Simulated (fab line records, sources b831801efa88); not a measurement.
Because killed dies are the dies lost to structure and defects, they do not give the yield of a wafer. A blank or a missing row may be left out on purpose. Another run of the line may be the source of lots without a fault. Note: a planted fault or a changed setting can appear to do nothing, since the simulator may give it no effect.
fab line records | flow sky130
[record] lots = 4 wafers = 12 lastDay = 49
route steps=708 shown METAL1@441 VIA1@458 PAD_OPEN@708
lots untouched by any fault: they come from a run of this same line in which no faults occurred
startH: start of the lot's first displayed wafer, in hours after the record's first day | waitH: how many hours have passed since the lot's step before this one | " repeats the value in the row above | L1.1+2: one row covering several wafers at once | - no value, or no start was given | * or withheld: withheld | < > ~ a bound
route shown NAME@n: a module of which the file shows steps, and the number in the route of the first | usual: average and standard deviation across the fault-free wafers | same: alike in all rows | chamber/n: place in a boat | sites: each site's reading | _std_site: standard deviation across them | _edge_site: inner sites' mean taken away from outer sites' mean | radiusMm: for every site, how far away it sits from the centre of the wafer | mask NAME#n: copy n | behind: tool/chamber where the wafer was last shaped | hold: what put the lot on hold/how long, in hours/how the hold closed | device: which transistor (n, p or np) failed to switch | end of line: the tests these same wafers got at the end of their route | a step without rows: its recipe alone | killed: dies lost to structure and defects at the first sort, not the wafer's yield | map: the dies of a wafer, with x for killed, . for not killed, _ for no die there
set.NAME: the setting that was run; set.NAME@STEP: the one run at that earlier step | model.NAME: the simulator's own value behind a step, which no gauge read
lots at some steps of the route; a table a step, a row a wafer
services: from which hour (startH, from the record's first day; less than 0 if before it) a tool's chamber was out of use, for how many hours, and why
[[steps]]
[step SKY_METAL1_DEHYDRATE_07]
[recipe] tempC = 200 timeS = 60
[step SKY_METAL1_HMDS_08]
[recipe] primeTimeS = 60 primeTempC = 120
[step SKY_METAL1_COAT_09]
[recipe] resist = BARC tempC = withheld timeS = withheld spinRpm = 3000 resistThkNm = 60
[step SKY_METAL1_COAT_10]
[recipe] resist = KrF-thick spinRpm = 3000 resistThkNm = 450
[step SKY_METAL1_SOFTBAKE_11]
[recipe] tempC = 100 timeS = 90 resist = KrF-thick
[step SKY_METAL1_EXPOSE_12]
[recipe] maskId = MM1 na = 0.8 sourceShape = annular sigmaInner = 0.55 sigmaOuter = 0.85 targetCdNm = 140 doseMj = 28
[step SKY_METAL1_PEB_13]
[recipe] pebTempC = withheld pebTimeS = withheld resist = KrF-thick
[step SKY_METAL1_DEVELOP_14]
[recipe] developTimeS = 60 resist = KrF-thick devTempC = 21
[step SKY_METAL1_DESCUM_17]
[recipe] chemistry = O2 sourcePowerW = 150 biasPowerW = 0 pressureMtorr = 10 tempC = 40 timeS = 8
[step SKY_METAL1_ETCH_18]
[recipe] chemistry = N2/H2 target = BARC ionEnergyEv = 200 biasW = 100 pressureMtorr = 30 n2FlowSccm = 100 h2FlowSccm = 200 icpW = 500 stopOn = SiO2 timeS = 45.9 targetDepthA = 600
[usual] drypumpMotorCurrentA = 5.8/0.4 oesProductAu = 0.853/0.0048 throttleValvePct = 13.223/0.0085
[same] timeS = 45.9
// columns lot.wafer tool chamber startH waitH drypumpMotorCurrentA oesProductAu rfHoursCounterH throttleValvePct
L962.1 rieMetal-01 0 803.48 0.0 5.4 0.850 14 13.215
L962.5 " 0 " " 5.4 0.855 - 13.224
L962.6 " 1 " " 5.6 0.856 - 13.228
L973.1 rieMetal-01 0 877.82 0.0 5.4 0.848 18 13.221
L973.4 " 0 " " 5.4 0.851 - 13.216
L973.5 " 1 " " 5.6 0.847 - 13.233
L978.1 rieMetal-01 1 905.40 0.0 5.6 0.852 15 13.234
L978.2 " 0 " " 5.4 0.854 1 13.218
L978.6 " 0 " " 5.4 0.858 - 13.237
L979.1 rieMetal-01 0 908.55 0.0 5.4 0.854 1 13.211
L979.2 " 1 " " 5.6 0.854 15 13.223
L979.6 " 0 " " 5.5 0.849 - 13.210
[step SKY_METAL1_METAL_ETCH_19]
[recipe] targetDepthA = 3600 stopOn = SiO2 overEtchFrac = 0.3 timeS = 78 chemistry = Cl2/BCl3 resistSidewallDeg = 88 pressureMtorr = 10 icpW = 900 biasW = 48.5 Cl2_flow_sccm = 60 bcl3FlowSccm = 30
[step SKY_METAL1_STRIP_20]
[recipe] chemistry = O2/N2 powerW = 1400 pressureMtorr = 1500 platenTempC = withheld o2FlowSccm = 3000 n2FlowSccm = 300 overashFraction = 0.5
[step SKY_METAL1_STRIP_21]
[recipe] chemistry = postEtchResidueRemover timeS = 1200 tempC = 72.5
[step SKY_METAL1_CLEAN_22]
[recipe] chemistry = IPA timeS = 180 tempC = 25
[step SKY_METAL1_CLEAN_23]
[recipe] chemistry = O3/DIW dry = n2Spin
[step SKY_VIA1_HDPCVD_00]
[recipe] material = SiO2 targetThkNm = 1030 sigmaOpenFrac = 0.3 timeS = 171.7 tempC = 400 sih4FlowSccm = 60 pressureMtorr = 6
[step SKY_VIA1_CMP_02]
[recipe] material = SiO2 downForcePsi = 4 platenRpm = 60 padVelocityMS = 0.94248
[step SKY_VIA1_DEHYDRATE_04]
[recipe] tempC = 200 timeS = 60
[step SKY_VIA1_HMDS_05]
[recipe] primeTimeS = 60 primeTempC = 120
[step SKY_VIA1_COAT_06]
[recipe] resist = BARC tempC = withheld timeS = withheld spinRpm = 3000 resistThkNm = 60
[step SKY_VIA1_COAT_07]
[recipe] resist = KrF-thick spinRpm = 3000 resistThkNm = 450
[step SKY_VIA1_SOFTBAKE_08]
[recipe] tempC = 100 timeS = 90 resist = KrF-thick
[step SKY_VIA1_EXPOSE_09]
[recipe] maskId = VIM na = 0.8 sourceShape = annular sigmaInner = 0.55 sigmaOuter = 0.85 targetCdNm = 150 doseMj = 38
[step SKY_VIA1_PEB_10]
[recipe] pebTempC = withheld pebTimeS = withheld resist = KrF-thick
[step SKY_VIA1_DEVELOP_11]
[recipe] developTimeS = 60 resist = KrF-thick devTempC = 21
[step SKY_VIA1_ETCH_14]
[recipe] chemistry = N2/H2 target = BARC ionEnergyEv = 200 sourceW = 500 biasW = 100 pressureMtorr = 30 n2FlowSccm = 100 h2FlowSccm = 200 stopOn = SiO2 timeS = 45.9 targetDepthA = 600
[step SKY_VIA1_ETCH_15]
[recipe] target = SiO2 chemistry = C4F8/O2/Ar targetDepthNm = 351 stopOn = TiN maskMaterial = KrF-thick sourceW = 1500 biasW = 1200 pressureMtorr = 40 c4f8FlowSccm = withheld O2_flow_sccm = 6 Ar_flow_sccm = 300 timeS = 54
[step SKY_VIA1_STRIP_16]
[recipe] chemistry = O2/N2 powerW = 1400 pressureMtorr = 1500 platenTempC = withheld o2FlowSccm = 3000 n2FlowSccm = 300 overashFraction = 0.5
[step SKY_VIA1_STRIP_17]
[recipe] chemistry = postEtchResidueRemover timeS = 1200 tempC = 72.5
[step SKY_VIA1_CLEAN_18]
[recipe] chemistry = IPA timeS = 180 tempC = 25
[step SKY_VIA1_CLEAN_19]
[recipe] chemistry = O3/DIW dry = n2Spin
[step SKY_VIA1_SPUTTER_20]
[recipe] material = TiN targetThkNm = 20 chamberPressurePa = 5 powerW = 4000 timeS = 80
[step SKY_VIA1_CVD_21]
[recipe] material = W targetThkNm = 270 timeS = 80.902 tempC = 400 pressureTorr = 40
[step SKY_PAD_OPEN_PROBE_99]
[usual] defectLimitedYield = 82.4/1.9 killed_at_M0_to_M3 = 44/7.1 killed_at_M4_up = 3.5/2 killedAtContacts = 24/5.3 killedAtFrontEnd = 15/4.8 killedAtOther = 0.1/0.35 killedDies = 86/9.3 killedOpen = 47/7.8 killedShort = 39/5.9 sort_bin_3_pad_short = 0.8/0.42 sort_bin_5_function = 10.3/1.4 sort_bin_6_memory = 6.4/1.1 sortNPass = 406/9.3 sortYieldPct = 82.4/1.9
[same] grossDies = 492 killedAtBackSide = 0 sort_bin_4_leakage[%] = 0 sort_bin_8_speed[%] = 0
// columns lot.wafer tool chamber startH waitH hold defectLimitedYield[%] killed_at_M0_to_M3 killed_at_M4_up killedAtContacts killedAtFrontEnd killedAtOther killedDies killedOpen killedShort sort_bin_3_pad_short[%] sort_bin_5_function[%] sort_bin_6_memory[%] sortNPass sortYieldPct[%] model.etest.tester.sortNPass model.etest.tester.sortYieldPct model.etest.tester.sort_bin_5_pct model.etest.tester.sort_bin_3_pct
L962.1 prober-02 - 1106.41 0.1 - 82.1 36 4 25 23 0 88 46 42 1.2 9.6 7.1 404 82.1 404 82.11 9.553 1.22
L962.5 prober-02 - 1106.61 0.2 - 80.1 52 4 23 19 0 98 58 40 0.8 11.8 7.3 394 80.1 394 80.08 11.79 0.813
L962.6 prober-02 - 1106.66 0.2 - 80.9 47 2 28 16 1 94 56 38 0.4 12.0 6.7 398 80.9 398 80.89 11.99 0.4065
L973.1 prober-02 - 1161.56 0.1 - 83.1 48 2 21 12 0 83 51 32 0.2 10.4 6.3 409 83.1 409 83.13 10.37 0.2033
L973.4 prober-02 - 1161.71 0.2 - 81.1 49 2 27 15 0 93 51 42 1.2 11.2 6.5 399 81.1 399 81.1 11.18 1.22
L973.5 prober-02 - 1161.76 0.2 - 81.7 46 3 26 15 0 90 43 47 1.4 10.0 6.9 402 81.7 402 81.71 9.959 1.423
L978.1 prober-01 - 1179.76 0.1 awaitDispo/3.7h/release 69.1 105 3 26 18 0 152 61 40 4.1 18.5 8.3 340 69.1 340 69.11 18.5 4.065
L978.2 prober-01 - 1179.81 0.1 awaitDispo/3.7h/release 74.8 90 0 22 12 0 124 38 31 3.9 14.6 6.7 368 74.8 368 74.8 14.63 3.862
L978.6 prober-01 - 1180.01 0.2 awaitDispo/3.7h/release 69.9 107 3 31 7 0 148 50 41 2.2 20.3 7.5 344 69.9 344 69.92 20.33 2.236
L979.1 prober-02 - 1182.67 0.1 awaitDispo/2.3h/release 69.5 108 6 22 14 0 150 54 40 3.3 17.9 9.3 342 69.5 342 69.51 17.89 3.252
L979.2 prober-02 - 1182.72 0.1 awaitDispo/2.3h/release 72.2 96 5 23 13 0 137 36 45 4.5 14.4 8.9 355 72.2 355 72.15 14.43 4.472
L979.6 prober-02 - 1182.92 0.2 awaitDispo/2.3h/release 74.8 86 6 10 22 0 124 28 33 1.6 17.3 6.3 368 74.8 368 74.8 17.28 1.626
// killed by level:class
L962.1 METAL1:geometricParticle:short=9 CONTACT:geometricParticle:open=9 POLY_GATE:geometricParticle:short=6 POLY_GATE:geometricParticle:open=6 LI_CONTACT:geometricParticle:open=6 CONTACT:geometricParticle:short=6 VIA1:geometricParticle:open=5 METAL2:geometricParticle:short=5
L962.5 VIA1:geometricParticle:open=15 VIA2:geometricParticle:open=11 FIELD_ISO:geometricParticle:open=8 LI_CONTACT:geometricParticle:open=8 CONTACT:geometricParticle:short=5 VIA1:geometricParticle:short=5 METAL2:geometricParticle:short=5 VIA3:geometricParticle:open=5
L962.6 VIA1:geometricParticle:open=19 CONTACT:geometricParticle:open=10 LI_CONTACT:geometricParticle:open=7 CONTACT:geometricParticle:short=6 FIELD_ISO:geometricParticle:open=4 POLY_GATE:geometricParticle:open=4 METAL1:geometricParticle:short=4 METAL2:geometricParticle:short=4
L973.1 VIA1:geometricParticle:open=11 VIA3:geometricParticle:open=9 CONTACT:geometricParticle:open=8 LI_CONTACT:geometricParticle:open=6 VIA2:geometricParticle:open=6 METAL1:geometricParticle:short=5 VIA1:geometricParticle:short=4 POLY_GATE:geometricParticle:open=3
L973.4 LI_CONTACT:geometricParticle:open=13 VIA1:geometricParticle:open=10 CONTACT:geometricParticle:open=8 VIA1:geometricParticle:short=6 METAL1:geometricParticle:short=6 METAL2:geometricParticle:short=6 METAL3:geometricParticle:short=6 VIA3:geometricParticle:open=6
L973.5 METAL2:geometricParticle:short=12 LI_CONTACT:geometricParticle:open=10 CONTACT:geometricParticle:open=9 POLY_GATE:geometricParticle:open=6 METAL1:geometricParticle:short=6 VIA1:geometricParticle:open=5 POLY_GATE:geometricParticle:short=4 CONTACT:geometricParticle:short=4
L978.1 METAL1:unspecified=51 CONTACT:geometricParticle:open=12 VIA1:geometricParticle:open=12 VIA2:geometricParticle:open=11 VIA3:geometricParticle:open=7 LOCAL_INTERCONNECT:geometricParticle:short=6 VIA1:geometricParticle:short=6 LI_CONTACT:geometricParticle:open=5
L978.2 METAL1:unspecified=55 CONTACT:geometricParticle:open=11 VIA1:geometricParticle:open=9 METAL2:geometricParticle:short=5 FIELD_ISO:geometricParticle:short=4 FIELD_ISO:geometricParticle:open=3 LOCAL_INTERCONNECT:geometricParticle:short=3 CONTACT:geometricParticle:short=3
L978.6 METAL1:unspecified=57 VIA1:geometricParticle:open=11 CONTACT:geometricParticle:short=10 CONTACT:geometricParticle:open=8 VIA2:geometricParticle:open=7 LI_CONTACT:geometricParticle:open=6 METAL2:geometricParticle:short=6 VIA1:geometricParticle:short=6
L979.1 METAL1:unspecified=56 VIA1:geometricParticle:open=13 CONTACT:geometricParticle:open=10 METAL1:geometricParticle:short=6 VIA2:geometricParticle:open=6 VIA3:geometricParticle:open=6 VIA1:geometricParticle:short=5 METAL4:geometricParticle:short=5
L979.2 METAL1:unspecified=56 METAL2:geometricParticle:short=10 LI_CONTACT:geometricParticle:open=9 LOCAL_INTERCONNECT:geometricParticle:short=5 CONTACT:geometricParticle:open=5 METAL1:geometricParticle:short=5 VIA2:geometricParticle:short=5 VIA3:geometricParticle:open=5
L979.6 METAL1:unspecified=63 FIELD_ISO:geometricParticle:open=7 VIA1:geometricParticle:open=6 FIELD_ISO:geometricParticle:short=5 METAL4:geometricParticle:short=5 POLY_GATE:geometricParticle:open=4 METAL1:geometricParticle:short=4 CONTACT:geometricParticle:open=3
// map L978.1 (x killed, . not)
__________xxx..xx..._________
________x..x....x...x._______
______.....xx...xx..x..._____
_____........xxx.......xx____
____....x.........x....x.x___
___xx.......x.xx...x.xxxx..__
__...x.x....x...xxxxxxxxxx.._
_..x..x......x....xxxxxxxx...
_.....x..xx..xx..xxxxxxxxx...
_...x..x.x.....x..xxxxxxxxxx.
_x.......x..x....x.xxxxxxx...
_xx......x.....xx...xxxx.x.x.
_...xxxx.........x..xx...x...
_......x.x..xx.xxx..x........
_x....x.......x.....x........
__...x.....xx...x.x.....x.x._
___............xx.x........__
____..xx........x.x...x...___
_____x...x.xx.x......x...____
______.x.............x.._____
________....x........._______
__________....x....._________
// map L979.1 (x killed, . not)
__________....x.x..x_________
________..x.x..x......_______
______.x...............x_____
_____............x.......____
____............xx....xx..___
___..x.....x.x...........x.__
__.....x......x.x.x.....x..._
_xx........xx....xx....x.x.xx
_....x....x.x.x..x..x.xx.....
_.......................x....
_....x...x.....x..........x..
_....x....x.........x.....x..
_.......x.xxxxxxx..x.xx....x.
_..x.x.xxx.xxxxx..x......xx..
_.x..x...xxxxxxxxx..x.x.x..x.
__.....xxxxxxxxx.x.......x.._
___....xxxxxxxxxx....x.x.xx__
____....xxxxxxxxxx.x..x...___
_____x...xxxxxx.x..x.....____
______x..x.xxxx.....x..._____
________x........xxx.x_______
__________....xx...x_________
[[services]]
// columns tool chamber startH hours kind
rieMetal-01 0 878.03 - clean
rieMetal-01 0 878.03 14.9 scheduledDown
rieMetal-01 0 878.03 14.9 ventCycle
rieMetal-01 - 878.99 2.8 pm
[[key]]
[firstSign] step = SKY_PAD_OPEN_PROBE_99 reading = killed_at_M0_to_M3 direction = up sigmas = 7.7 usual = 44 struck = 99
[effect] step = SKY_PAD_OPEN_PROBE_99 reading = sort_bin_3_pad_short direction = up sigmas = 5.8 usual = 0.8 struck = 3.3 wafersMoved = 5
[modelEffect] step = SKY_PAD_OPEN_PROBE_99 value = etest.tester.sortNPass without = 399.8 struck = 352.8
metAt SKY_METAL1_ETCH_18
struckWafers L978.1,L978.2,L978.6,L979.1,L979.2,L979.6
onsetBetween 877.82 905.40
alsoFits time
[fault] kind = chamberParticleSource tool = rieMetal-01 chamber = - onsetH = 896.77 steps = SKY_METAL1_ETCH_18 ratePerVisitCm2 = 1.0038 endH = 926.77
